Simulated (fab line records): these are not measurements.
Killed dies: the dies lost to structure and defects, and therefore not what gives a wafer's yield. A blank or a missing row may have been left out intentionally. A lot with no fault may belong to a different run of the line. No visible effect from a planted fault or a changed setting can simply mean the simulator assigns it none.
Matching of chambers || flow sky130 || 4 sister chambers for SKY_FIELD_ISO_CMP_27 on cmp-02
The step polishes, stops on Si3N4, t overpolish 16 s, target thk 457.8 nm. 16 wafers are shown with their chamber, then 8 later ones without.

WAFERS, EACH WITH ITS CHAMBER
{"wafer": "L709.1", "chamber": 3, "motorCurrentA (A)": 12.9, "edgeZonePressureFrac": 1.011, "timeToEndpointS (s)": 111}
{"wafer": "L709.2", "chamber": 2, "motorCurrentA (A)": 11.7, "edgeZonePressureFrac": 0.992, "timeToEndpointS (s)": 112}
{"wafer": "L709.5", "chamber": 1, "motorCurrentA (A)": 11.5, "edgeZonePressureFrac": 1.000, "timeToEndpointS (s)": 115}
{"wafer": "L710.3", "chamber": 0, "motorCurrentA (A)": 10.3, "edgeZonePressureFrac": 0.997, "timeToEndpointS (s)": 114}
{"wafer": "L710.5", "chamber": 1, "motorCurrentA (A)": 11.8, "edgeZonePressureFrac": 0.997, "timeToEndpointS (s)": 113}
{"wafer": "L710.6", "chamber": 2, "motorCurrentA (A)": 11.7, "edgeZonePressureFrac": 1.007, "timeToEndpointS (s)": 110}
{"wafer": "L714.1", "chamber": 0, "motorCurrentA (A)": 10.1, "edgeZonePressureFrac": 0.994, "timeToEndpointS (s)": 121}
{"wafer": "L714.2", "chamber": 2, "motorCurrentA (A)": 12.1, "edgeZonePressureFrac": 1.001, "timeToEndpointS (s)": 117}
{"wafer": "L714.4", "chamber": 3, "motorCurrentA (A)": 13.5, "edgeZonePressureFrac": 1.001, "timeToEndpointS (s)": 118}
{"wafer": "L716.4", "chamber": 0, "motorCurrentA (A)": 10.6, "edgeZonePressureFrac": 1.002, "timeToEndpointS (s)": 112}
{"wafer": "L716.5", "chamber": 0, "motorCurrentA (A)": 10.2, "edgeZonePressureFrac": 1.004, "timeToEndpointS (s)": 111}
{"wafer": "L716.6", "chamber": 1, "motorCurrentA (A)": 12.2, "edgeZonePressureFrac": 1.004, "timeToEndpointS (s)": 113}
{"wafer": "L717.2", "chamber": 3, "motorCurrentA (A)": 13.2, "edgeZonePressureFrac": 1.005, "timeToEndpointS (s)": 116}
{"wafer": "L717.3", "chamber": 2, "motorCurrentA (A)": 12.4, "edgeZonePressureFrac": 0.996, "timeToEndpointS (s)": 112}
{"wafer": "L717.6", "chamber": 0, "motorCurrentA (A)": 10.3, "edgeZonePressureFrac": 1.003, "timeToEndpointS (s)": 120}
{"wafer": "L722.1", "chamber": 0, "motorCurrentA (A)": 10.2, "edgeZonePressureFrac": 0.998, "timeToEndpointS (s)": 113}

SIGNATURES (averages over the wafers above)
{"reading": "motorCurrentA", "chamber 0": 10.283, "chamber 1": 11.833, "chamber 2": 11.975, "chamber 3": 13.200, "scatter within a chamber": 0.277}
{"reading": "edgeZonePressureFrac", "chamber 0": 0.99967, "chamber 1": 1.00033, "chamber 2": 0.99900, "chamber 3": 1.00567, "scatter within a chamber": 0.00482}
{"reading": "timeToEndpointS", "chamber 0": 115.17, "chamber 1": 113.67, "chamber 2": 112.75, "chamber 3": 115.00, "scatter within a chamber": 3.49}
Rule: for each reading, subtract the chamber's mean from the wafer's reading, divide by that reading's scatter and square the result; add these up over the readings and take the root, which gives the wafer's distance from the chamber. The wafer belongs to the nearest chamber; if the next one is less than 2 further off, it can't be placed. How the scatter is found: for the shown wafers, subtract from each reading the mean of its chamber, square and add these, divide the total by (wafers less chambers), then take the root.

WAFERS MISSING THEIR CHAMBER
{"wafer": "L722.2", "motorCurrentA (A)": 11.7, "edgeZonePressureFrac": 0.991, "timeToEndpointS (s)": 115}
{"wafer": "L722.5", "motorCurrentA (A)": 12.1, "edgeZonePressureFrac": 0.997, "timeToEndpointS (s)": 117}
{"wafer": "L723.2", "motorCurrentA (A)": 12.9, "edgeZonePressureFrac": 1.001, "timeToEndpointS (s)": 117}
{"wafer": "L723.4", "motorCurrentA (A)": 9.5, "edgeZonePressureFrac": 1.002, "timeToEndpointS (s)": 116}
{"wafer": "L723.5", "motorCurrentA (A)": 13.2, "edgeZonePressureFrac": 0.998, "timeToEndpointS (s)": 117}
{"wafer": "L726.3", "motorCurrentA (A)": 11.8, "edgeZonePressureFrac": 1.000, "timeToEndpointS (s)": 112}
{"wafer": "L726.4", "motorCurrentA (A)": 10.2, "edgeZonePressureFrac": 1.000, "timeToEndpointS (s)": 110}
{"wafer": "L726.6", "motorCurrentA (A)": 9.4, "edgeZonePressureFrac": 1.004, "timeToEndpointS (s)": 111}

CHAMBER TAKEN BY EACH
{"wafer": "L722.2", "from the rows above": "can't be placed: 1 or 2", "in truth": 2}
{"wafer": "L722.5", "from the rows above": "can't be placed: 2 or 1", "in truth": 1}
{"wafer": "L723.2", "from the rows above": 3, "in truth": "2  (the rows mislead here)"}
{"wafer": "L723.4", "from the rows above": 0, "in truth": 0}
{"wafer": "L723.5", "from the rows above": 3, "in truth": 3}
{"wafer": "L726.3", "from the rows above": "can't be placed: 1 or 2", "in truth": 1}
{"wafer": "L726.4", "from the rows above": 0, "in truth": 0}
{"wafer": "L726.6", "from the rows above": 0, "in truth": 0}
Correctly placed: 4 of 8. Cannot be placed on the basis of these rows: 3; the candidates contain the true chamber in 3. Placed wrongly: 1.
